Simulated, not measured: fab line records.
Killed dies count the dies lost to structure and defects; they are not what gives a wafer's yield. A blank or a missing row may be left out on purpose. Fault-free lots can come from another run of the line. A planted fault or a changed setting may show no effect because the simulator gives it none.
A struck lot beside a sound one / flow sfq_line / 42 out of 325 route steps
Sound: these wafers, L221.4, L221.5, L221.6. Struck: wafer L232.1 (left out: L232.2, L232.3 of the same lot, which were not struck); the cause appears at the end.
Each step with rows lists, per side, the tool, then ch with its chambers, then its first start. Under that, the readings that differ: sound wafers / struck wafers / difference of the means / sigmas: that difference in standard deviations of wafers without a fault.
alike: readings whose means differ by less than 2 such deviations, and words and numbers that are the same on both sides. not compared: withheld readings, readings that some wafer has no value for, bounds like >300 that may hide the same value, and numbers for which the record gives no deviation and whose values overlap.
Wherever a step has rows on one side only, a row that says differs or no value, or a row with sigmas, the two part there. Numbers that have no deviation but don't overlap get no sigmas and don't part them. A reading that every wafer of one side lacks parts them only if that side has two wafers or more.

first, 6 steps without rows for these wafers: SFQ_TRILAYER_L0_VIA_LITHO_COAT_018 (resist thk 62 nm); SFQ_TRILAYER_L0_VIA_LITHO_COAT_013 (resist thk 650 nm); SFQ_TRILAYER_L0_VIA_LITHO_SOFTBAKE_017; SFQ_TRILAYER_L0_VIA_LITHO_EXPOSE_014 (exposes mask L0V, target cd 700 nm); SFQ_TRILAYER_L0_VIA_LITHO_PEB_016 (peb time 60 s); SFQ_TRILAYER_L0_VIA_LITHO_DEVELOP_015 (time 60 s).
SFQ_L0V_OVL_MEAS_903:
  sound on overlay-01, day 7 17:47; struck on overlay-01, day 11 16:02
  alike: L0V_OVL
SFQ_TRILAYER_L0_VIA_BARC_OPEN_VIA_ETCH_021: etches BARC in O2, target depth 125 nm, time 41.7 s.
  sound on rie_diel-03 ch 0,2,3, day 7 17:48; struck on rie_diel-04 ch 2, day 11 16:04
  alike: drypump_motor_current_A, oes_product_au
  not compared: rf_hours_counter_h
then, 1 step without rows for these wafers: SFQ_TRILAYER_L0_VIA_ETCH_VIA_ETCH_016 (etches SiO2 in CHF3, stops on MoNx KI, target depth 80 nm).
SFQ_TRILAYER_L0_VIA_STRIP_STRIP_017: strips in O2.
  sound on rie_metal-01 ch 0,1, day 7 18:05; struck on rie_metal-03 ch 0, day 11 16:10
reading=he_backside_leak_sccm (sccm); sound=6.6 3.6 3.5; struck=3.4; difference=-1.2; sigmas=-3
reading=rf_hours_counter_h (h); sound=- - -; struck=96; difference=no value on the sound wafers; sigmas=
  alike: drypump_motor_current_A, oes_product_au
then, 2 steps without rows for these wafers: SFQ_TRILAYER_L0_VIA_STRIP_SOLV_CLEAN_018 (cleans in NMP, time 600 s); SFQ_TRILAYER_M0_DEP_PRE_CLEAN_020 (time 15 s).
SFQ_TRILAYER_M0_DEP_SPUTTER_019: material Nb, target thk 200 nm, time 133.3 s.
  sound on pvd_sputter-06, day 7 18:42; struck on pvd_sputter-03, day 11 16:58
reading=model.Nb_of_TRILAYER_M0_DEP_SPUTTER_019.thk_nm (nm); sound=199.3 198.2 198.1; struck=237.5; difference=+39.0; sigmas=
  alike: throttle_valve_pct
SFQ_M0_RS_MEAS_904: measurement is done with a four-point probe.
  sound on film_metro-02, day 7 18:51; struck on film_metro-01, day 11 17:03
reading=M0_NB_RS (ohm/sq); sound=0.892 0.897 0.896; struck=0.748; difference=-0.147; sigmas=-17
then, 6 steps without rows for these wafers: SFQ_TRILAYER_M0_LITHO_COAT_026 (resist thk 62 nm); SFQ_TRILAYER_M0_LITHO_COAT_021 (resist thk 600 nm); SFQ_TRILAYER_M0_LITHO_SOFTBAKE_025; SFQ_TRILAYER_M0_LITHO_EXPOSE_022 (exposes mask M0, target cd 500 nm); SFQ_TRILAYER_M0_LITHO_PEB_024 (peb time 60 s); SFQ_TRILAYER_M0_LITHO_DEVELOP_023 (time 60 s).
-- the record jumps here: 5 days lie between the struck wafers' starts before and after --
SFQ_M0_OVL_MEAS_906:
  sound on overlay-01, day 12 01:47; struck on overlay-01, day 16 21:13
  alike: M0_OVL
then, 1 step without rows for these wafers: SFQ_TRILAYER_M0_BARC_OPEN_METAL_ETCH_031 (etches BARC in O2, target depth 125 nm, time 41.7 s).
SFQ_TRILAYER_M0_ETCH_METAL_ETCH_024: etches Nb in Cl2/Ar, stops on SiO2, target depth 240 nm, time 120 s.
  sound on rie_metal-03 ch 0,1, day 12 01:54; struck on rie_metal-03 ch 1, day 16 21:19
reading=oes_product_au (a.u.); sound=0.894 0.890 0.888; struck=0.988; difference=+0.097; sigmas=+15
reading=rf_hours_counter_h (h); sound=- - -; struck=149; difference=no value on the sound wafers; sigmas=
  alike: drypump_motor_current_A, he_backside_leak_sccm
then, 2 steps without rows for these wafers: SFQ_TRILAYER_M0_STRIP_STRIP_025 (strips in O2); SFQ_TRILAYER_M0_STRIP_SOLV_CLEAN_026 (cleans in NMP, time 600 s).
SFQ_TRILAYER_I0_DEP_PECVD_027: deposits SiO2 from SiH4/N2O, time 111.11 s, target thk 500 nm.
  sound on pecvd-03 ch 0,1,2, day 12 02:48; struck on pecvd-01 ch 1, day 16 22:23
  alike: heater_power_w, showerhead_vpp_V, throttle_valve_pct
then, 1 step without rows for these wafers: SFQ_TRILAYER_I0_CMP_CMP_028 (polishes SiO2).
SFQ_I0_BOW_MEAS_907:
  sound on film_metro-04, day 12 11:37; struck on film_metro-03, day 17 01:28
  alike: I0_BOW
then, 7 steps without rows for these wafers: SFQ_TRILAYER_I0_METRO_MEASURE_029; SFQ_TRILAYER_I0_VIA_LITHO_COAT_036 (resist thk 62 nm); SFQ_TRILAYER_I0_VIA_LITHO_COAT_031 (resist thk 650 nm); SFQ_TRILAYER_I0_VIA_LITHO_SOFTBAKE_035; SFQ_TRILAYER_I0_VIA_LITHO_EXPOSE_032 (exposes mask I0, target cd 500 nm); SFQ_TRILAYER_I0_VIA_LITHO_PEB_034 (peb time 60 s); SFQ_TRILAYER_I0_VIA_LITHO_DEVELOP_033 (time 60 s).
-- the record jumps here: 7 days lie between the struck wafers' starts before and after --
SFQ_I0_OVL_MEAS_908:
  sound on overlay-02, day 17 23:45; struck on overlay-02, day 23 20:17
  alike: I0_OVL
SFQ_TRILAYER_I0_VIA_BARC_OPEN_VIA_ETCH_046: etches BARC in O2, target depth 125 nm, time 41.7 s.
  sound on rie_diel-03 ch 0,3, day 17 23:46; struck on rie_diel-01 ch 1, day 23 20:19
reading=oes_product_au (a.u.); sound=0.688 0.688 0.692; struck=0.675; difference=-0.014; sigmas=-3
  alike: drypump_motor_current_A
  not compared: rf_hours_counter_h
then, 1 step without rows for these wafers: SFQ_TRILAYER_I0_VIA_ETCH_VIA_ETCH_034 (etches SiO2 in CHF3, stops on Nb, target depth 260 nm).
SFQ_TRILAYER_I0_VIA_STRIP_STRIP_035: strips in O2.
  sound on rie_metal-02 ch 0,1, day 18 00:07; struck on rie_metal-02 ch 1, day 23 20:28
reading=rf_hours_counter_h (h); sound=- - -; struck=95; difference=no value on the sound wafers; sigmas=
  alike: drypump_motor_current_A, he_backside_leak_sccm, oes_product_au
then, 2 steps without rows for these wafers: SFQ_TRILAYER_I0_VIA_STRIP_SOLV_CLEAN_036 (cleans in NMP, time 600 s); SFQ_TRILAYER_M1_DEP_PRE_CLEAN_038 (time 22.5 s).
-- the record jumps here: 62 days lie between the struck wafers' starts before and after --
SFQ_M8_BOW_MEAS_951:
  sound on film_metro-04, day 83 20:52; struck on film_metro-04, day 86 01:25
reading=model.etest.m0.ohm_um; sound=1.772 1.782 1.781; struck=1.492; difference=-0.286; sigmas=
reading=model.etest.i0.link_ohm; sound=1.972 1.986 1.983; struck=1.811; difference=-0.169; sigmas=
reading=model.etest.m0.ohm_sq; sound=0.892 0.8972 0.8975; struck=0.7486; difference=-0.1470; sigmas=
  alike: M8_BOW

== WHERE THEY PART ==
First at SFQ_TRILAYER_L0_VIA_STRIP_STRIP_017; last, within this record, at SFQ_TRILAYER_I0_VIA_STRIP_STRIP_035. Later steps at which nothing parts them and some readings are alike: SFQ_M8_BOW_MEAS_951.

WHY: the cause the simulator had injected
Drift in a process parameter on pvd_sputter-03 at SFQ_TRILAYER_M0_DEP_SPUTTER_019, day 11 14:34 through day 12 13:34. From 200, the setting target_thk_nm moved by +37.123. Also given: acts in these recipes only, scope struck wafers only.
